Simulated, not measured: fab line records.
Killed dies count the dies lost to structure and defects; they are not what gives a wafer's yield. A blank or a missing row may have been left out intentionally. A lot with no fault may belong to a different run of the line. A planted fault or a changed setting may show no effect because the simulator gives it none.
Which tool was responsible? || flow gf180mcu || 15 lots with 45 wafers sampled at 4 steps, on a route of 602 steps

## WHAT EACH GAUGE READ, for each wafer
GF_STI_THK_MEAS_02. Usual: STI_OXIDATION_THK gives 9.94 nm (standard deviation 0.18).
{"lot": "L203", "measured": "day 1 21:32", "on": "film metro-02", "STI_OXIDATION_THK (nm)": "10.00 10.12 9.95", "flag": ""}
{"lot": "L204", "measured": "day 2 03:59", "on": "film metro-01", "STI_OXIDATION_THK (nm)": "9.88 9.98 9.90", "flag": ""}
{"lot": "L205", "measured": "day 2 07:31", "on": "film metro-03", "STI_OXIDATION_THK (nm)": "10.10 10.15 10.03", "flag": ""}
{"lot": "L207", "measured": "day 2 17:47", "on": "film metro-01", "STI_OXIDATION_THK (nm)": "9.99 10.00 9.94", "flag": ""}
{"lot": "L208", "measured": "day 2 22:31", "on": "film metro-01", "STI_OXIDATION_THK (nm)": "9.57 9.55 9.66", "flag": ""}
{"lot": "L209", "measured": "day 3 03:32", "on": "film metro-03", "STI_OXIDATION_THK (nm)": "9.86 9.76 9.86", "flag": ""}
{"lot": "L210", "measured": "day 3 08:43", "on": "film metro-02", "STI_OXIDATION_THK (nm)": "9.92 9.86 9.75", "flag": ""}
{"lot": "L211", "measured": "day 3 15:51", "on": "film metro-02", "STI_OXIDATION_THK (nm)": "10.02 9.96 9.92", "flag": ""}
{"lot": "L212", "measured": "day 3 21:23", "on": "film metro-01", "STI_OXIDATION_THK (nm)": "10.02 10.13 10.20", "flag": ""}
{"lot": "L214", "measured": "day 4 04:40", "on": "film metro-03", "STI_OXIDATION_THK (nm)": "10.01 9.97 9.91", "flag": ""}
{"lot": "L217", "measured": "day 4 19:31", "on": "film metro-03", "STI_OXIDATION_THK (nm)": "10.09 10.06 10.14", "flag": ""}
{"lot": "L218", "measured": "day 5 00:36", "on": "film metro-03", "STI_OXIDATION_THK (nm)": "9.93 10.02 10.20", "flag": ""}
{"lot": "L219", "measured": "day 5 07:11", "on": "film metro-03", "STI_OXIDATION_THK (nm)": "10.14 9.92 10.20", "flag": ""}
{"lot": "L220", "measured": "day 5 10:56", "on": "film metro-03", "STI_OXIDATION_THK (nm)": "9.69 9.57 9.64", "flag": ""}
{"lot": "L224", "measured": "day 6 07:05", "on": "film metro-03", "STI_OXIDATION_THK (nm)": "9.89 9.85 9.61", "flag": ""}

GF_MVSD_TW_MEAS_11. Usual: MVSD_TW gives 1569 (standard deviation 10).
{"lot": "L203", "measured": "day 4 22:09", "on": "film metro-04", "MVSD_TW": "1563 1567 1551", "flag": ""}
{"lot": "L204", "measured": "day 5 06:23", "on": "film metro-02", "MVSD_TW": "1566 1578 1567", "flag": ""}
{"lot": "L205", "measured": "day 5 09:22", "on": "film metro-04", "MVSD_TW": "1552 1556 1561", "flag": ""}
{"lot": "L207", "measured": "day 6 05:38", "on": "film metro-02", "MVSD_TW": "1570 1573 1583", "flag": ""}
{"lot": "L208", "measured": "day 6 12:10", "on": "film metro-04", "MVSD_TW": "1564 1558 1556", "flag": ""}
{"lot": "L209", "measured": "day 6 13:52", "on": "film metro-04", "MVSD_TW": "1566 1559 1566", "flag": ""}
{"lot": "L210", "measured": "day 6 17:17", "on": "film metro-01", "MVSD_TW": "1580 1574 1570", "flag": ""}
{"lot": "L211", "measured": "day 7 01:29", "on": "film metro-02", "MVSD_TW": "1591 1588 1585", "flag": ""}
{"lot": "L212", "measured": "day 7 05:56", "on": "film metro-02", "MVSD_TW": "1582 1595 1588", "flag": ""}
{"lot": "L214", "measured": "day 7 15:20", "on": "film metro-01", "MVSD_TW": "1580 1580 1579", "flag": ""}
{"lot": "L217", "measured": "day 8 04:25", "on": "film metro-02", "MVSD_TW": "1566 1563 1575", "flag": ""}
{"lot": "L218", "measured": "day 8 11:54", "on": "film metro-02", "MVSD_TW": "1569 1573 1571", "flag": ""}
{"lot": "L219", "measured": "day 8 19:07", "on": "film metro-04", "MVSD_TW": "1545 1548 1546", "flag": ""}
{"lot": "L220", "measured": "day 8 23:20", "on": "film metro-01", "MVSD_TW": "1572 1564 1562", "flag": ""}
{"lot": "L224", "measured": "day 9 22:36", "on": "film metro-01", "MVSD_TW": "1569 1573 1574", "flag": ""}

## EACH LOT AND THE TOOL THAT RAN IT (in order: tool; ch and the chambers of the sampled wafers; start)
{"lot": "L203", "GF_MVSD_COAT_02": "litho track-03 ch 0, day 4 15:11", "GF_MVSD_STRIP_10": "plasma asher-02 ch 0,1, day 4 22:04"}
{"lot": "L204", "GF_MVSD_COAT_02": "litho track-04 ch 0, day 4 22:39", "GF_MVSD_STRIP_10": "plasma asher-03 ch 0,1, day 5 06:16"}
{"lot": "L205", "GF_MVSD_COAT_02": "litho track-04 ch 0, day 5 01:43", "GF_MVSD_STRIP_10": "plasma asher-02 ch 0,1, day 5 09:16"}
{"lot": "L207", "GF_MVSD_COAT_02": "litho track-03 ch 0, day 5 21:23", "GF_MVSD_STRIP_10": "plasma asher-02 ch 0,1, day 6 05:32"}
{"lot": "L208", "GF_MVSD_COAT_02": "litho track-04 ch 0, day 6 03:49", "GF_MVSD_STRIP_10": "plasma asher-03 ch 0, day 6 12:04"}
{"lot": "L209", "GF_MVSD_COAT_02": "litho track-01 ch 0, day 6 05:58", "GF_MVSD_STRIP_10": "plasma asher-04 ch 0,1, day 6 13:46"}
{"lot": "L210", "GF_MVSD_COAT_02": "litho track-03 ch 0, day 6 09:19", "GF_MVSD_STRIP_10": "plasma asher-02 ch 0,1, day 6 17:10"}
{"lot": "L211", "GF_MVSD_COAT_02": "litho track-03 ch 0, day 6 17:07", "GF_MVSD_STRIP_10": "plasma asher-03 ch 0,1, day 7 01:22"}
{"lot": "L212", "GF_MVSD_COAT_02": "litho track-04 ch 0, day 6 21:46", "GF_MVSD_STRIP_10": "plasma asher-03 ch 0,1, day 7 05:50"}
{"lot": "L214", "GF_MVSD_COAT_02": "litho track-03 ch 0, day 7 06:53", "GF_MVSD_STRIP_10": "plasma asher-03 ch 1, day 7 15:14"}
{"lot": "L217", "GF_MVSD_COAT_02": "litho track-01 ch 0, day 7 20:47", "GF_MVSD_STRIP_10": "plasma asher-03 ch 0,1, day 8 04:19"}
{"lot": "L218", "GF_MVSD_COAT_02": "litho track-01 ch 0, day 8 02:40", "GF_MVSD_STRIP_10": "plasma asher-02 ch 0,1, day 8 11:48"}
{"lot": "L219", "GF_MVSD_COAT_02": "litho track-01 ch 0, day 8 10:05", "GF_MVSD_STRIP_10": "plasma asher-04 ch 0,1, day 8 19:01"}
{"lot": "L220", "GF_MVSD_COAT_02": "litho track-01 ch 0, day 8 14:41", "GF_MVSD_STRIP_10": "plasma asher-04 ch 0,1, day 8 23:15"}
{"lot": "L224", "GF_MVSD_COAT_02": "litho track-03 ch 0, day 9 13:07", "GF_MVSD_STRIP_10": "plasma asher-03 ch 0,1, day 9 22:30"}
- GF_MVSD_COAT_02: resist thk 3000 nm.
- GF_MVSD_STRIP_10: strips in O2/N2.

## AS READ BY THE TOOLS THEMSELVES (means over the sampled wafers that have a number; for cases with no such wafer, the mark the record gives instead)
GF_MVSD_COAT_02. Usual: chill plate temp C 23.01 C, standard deviation 0.11.
{"lot": "L203", "tool": "litho track-03", "chill plate temp C (C)": 22.97, "flag": ""}
{"lot": "L204", "tool": "litho track-04", "chill plate temp C (C)": 23.06, "flag": ""}
{"lot": "L205", "tool": "litho track-04", "chill plate temp C (C)": 23.02, "flag": ""}
{"lot": "L207", "tool": "litho track-03", "chill plate temp C (C)": 22.84, "flag": ""}
{"lot": "L208", "tool": "litho track-04", "chill plate temp C (C)": 23.02, "flag": ""}
{"lot": "L209", "tool": "litho track-01", "chill plate temp C (C)": 22.95, "flag": ""}
{"lot": "L210", "tool": "litho track-03", "chill plate temp C (C)": 22.84, "flag": ""}
{"lot": "L211", "tool": "litho track-03", "chill plate temp C (C)": 23.01, "flag": ""}
{"lot": "L212", "tool": "litho track-04", "chill plate temp C (C)": 23.09, "flag": ""}
{"lot": "L214", "tool": "litho track-03", "chill plate temp C (C)": 23.05, "flag": ""}
{"lot": "L217", "tool": "litho track-01", "chill plate temp C (C)": 23.10, "flag": ""}
{"lot": "L218", "tool": "litho track-01", "chill plate temp C (C)": 23.01, "flag": ""}
{"lot": "L219", "tool": "litho track-01", "chill plate temp C (C)": 22.92, "flag": ""}
{"lot": "L220", "tool": "litho track-01", "chill plate temp C (C)": 23.07, "flag": ""}
{"lot": "L224", "tool": "litho track-03", "chill plate temp C (C)": 22.86, "flag": ""}

GF_MVSD_STRIP_10. Usual: drypump motor current A 6.0 A, standard deviation 0.34; heater power w 325 W, standard deviation 23; oes product au 0.727 a.u., standard deviation 0.0048; platen temp c 250.03 C, standard deviation 0.19; strip time to endpoint s 36.68 s, standard deviation 0.1.
{"lot": "L203", "tool": "plasma asher-02", "drypump motor current A (A)": 6.2, "heater power w (W)": 346, "oes product au (a.u.)": 0.730, "platen temp c (C)": 250.07, "strip time to endpoint s (s)": 36.57, "flag": ""}
{"lot": "L204", "tool": "plasma asher-03", "drypump motor current A (A)": 6.0, "heater power w (W)": 300, "oes product au (a.u.)": 0.734, "platen temp c (C)": 249.74, "strip time to endpoint s (s)": 36.75, "flag": ""}
{"lot": "L205", "tool": "plasma asher-02", "drypump motor current A (A)": 6.2, "heater power w (W)": 351, "oes product au (a.u.)": 0.725, "platen temp c (C)": 249.93, "strip time to endpoint s (s)": 36.74, "flag": ""}
{"lot": "L207", "tool": "plasma asher-02", "drypump motor current A (A)": 6.2, "heater power w (W)": 341, "oes product au (a.u.)": 0.730, "platen temp c (C)": 249.72, "strip time to endpoint s (s)": 36.80, "flag": ""}
{"lot": "L208", "tool": "plasma asher-03", "drypump motor current A (A)": 5.8, "heater power w (W)": 314, "oes product au (a.u.)": 0.730, "platen temp c (C)": 250.10, "strip time to endpoint s (s)": 36.56, "flag": ""}
{"lot": "L209", "tool": "plasma asher-04", "drypump motor current A (A)": 6.1, "heater power w (W)": 345, "oes product au (a.u.)": 0.726, "platen temp c (C)": 249.95, "strip time to endpoint s (s)": 36.89, "flag": ""}
{"lot": "L210", "tool": "plasma asher-02", "drypump motor current A (A)": 5.8, "heater power w (W)": 323, "oes product au (a.u.)": 0.727, "platen temp c (C)": 250.18, "strip time to endpoint s (s)": 36.74, "flag": ""}
{"lot": "L211", "tool": "plasma asher-03", "drypump motor current A (A)": 5.9, "heater power w (W)": 311, "oes product au (a.u.)": 0.723, "platen temp c (C)": 249.83, "strip time to endpoint s (s)": 36.70, "flag": ""}
{"lot": "L212", "tool": "plasma asher-03", "drypump motor current A (A)": 5.9, "heater power w (W)": 311, "oes product au (a.u.)": 0.728, "platen temp c (C)": 250.16, "strip time to endpoint s (s)": 36.74, "flag": ""}
{"lot": "L214", "tool": "plasma asher-03", "drypump motor current A (A)": 6.0, "heater power w (W)": 305, "oes product au (a.u.)": 0.726, "platen temp c (C)": 250.08, "strip time to endpoint s (s)": 36.70, "flag": ""}
{"lot": "L217", "tool": "plasma asher-03", "drypump motor current A (A)": 5.8, "heater power w (W)": 305, "oes product au (a.u.)": 0.729, "platen temp c (C)": 249.88, "strip time to endpoint s (s)": 36.59, "flag": ""}
{"lot": "L218", "tool": "plasma asher-02", "drypump motor current A (A)": 5.9, "heater power w (W)": 326, "oes product au (a.u.)": 0.723, "platen temp c (C)": 250.14, "strip time to endpoint s (s)": 21.41, "flag": "OFF"}
{"lot": "L219", "tool": "plasma asher-04", "drypump motor current A (A)": 6.2, "heater power w (W)": 345, "oes product au (a.u.)": 0.717, "platen temp c (C)": 250.06, "strip time to endpoint s (s)": 21.45, "flag": "OFF"}
{"lot": "L220", "tool": "plasma asher-04", "drypump motor current A (A)": 6.2, "heater power w (W)": 348, "oes product au (a.u.)": 0.724, "platen temp c (C)": 250.02, "strip time to endpoint s (s)": 21.51, "flag": "OFF"}
{"lot": "L224", "tool": "plasma asher-03", "drypump motor current A (A)": 5.8, "heater power w (W)": 310, "oes product au (a.u.)": 0.728, "platen temp c (C)": 250.06, "strip time to endpoint s (s)": 36.63, "flag": ""}

## THE ANSWER, worked out from the rows above alone
Rule: a lot is off if the mean of its wafers that have a number lies more than 3 standard deviations from the usual mean. A lot without any number at a reading at which 4 lots or more have one is off too. Where the step has rows for the other lots, those lots are counted as sound. Order of review: gauges by route order, followed by the tools' own readings, for which a lot's mean as printed above is used. The first step at which some lot is off is used, and at that step the reading that is off furthest; a lot without a number counts as furthest.
Off: L218, L219, L220, at GF_MVSD_STRIP_10 (strip time to endpoint s).
If a tool, at that step or one of the process steps before it, ran each lot that is off and ran no sound lot following the first of them, it fits. One candidate fits, namely litho track-01 at GF_MVSD_COAT_02. Its last sound lot is L217 (day 7 20:47), its first lot that is off L218 (day 8 02:40): a fault that began between those two fits.

## WHAT THE SIMULATOR HAD PUT IN
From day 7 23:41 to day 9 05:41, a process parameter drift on litho track-01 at GF_MVSD_COAT_02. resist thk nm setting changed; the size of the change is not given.
Lots struck among those shown: L218, L219, L220. Same finding as the rule above.
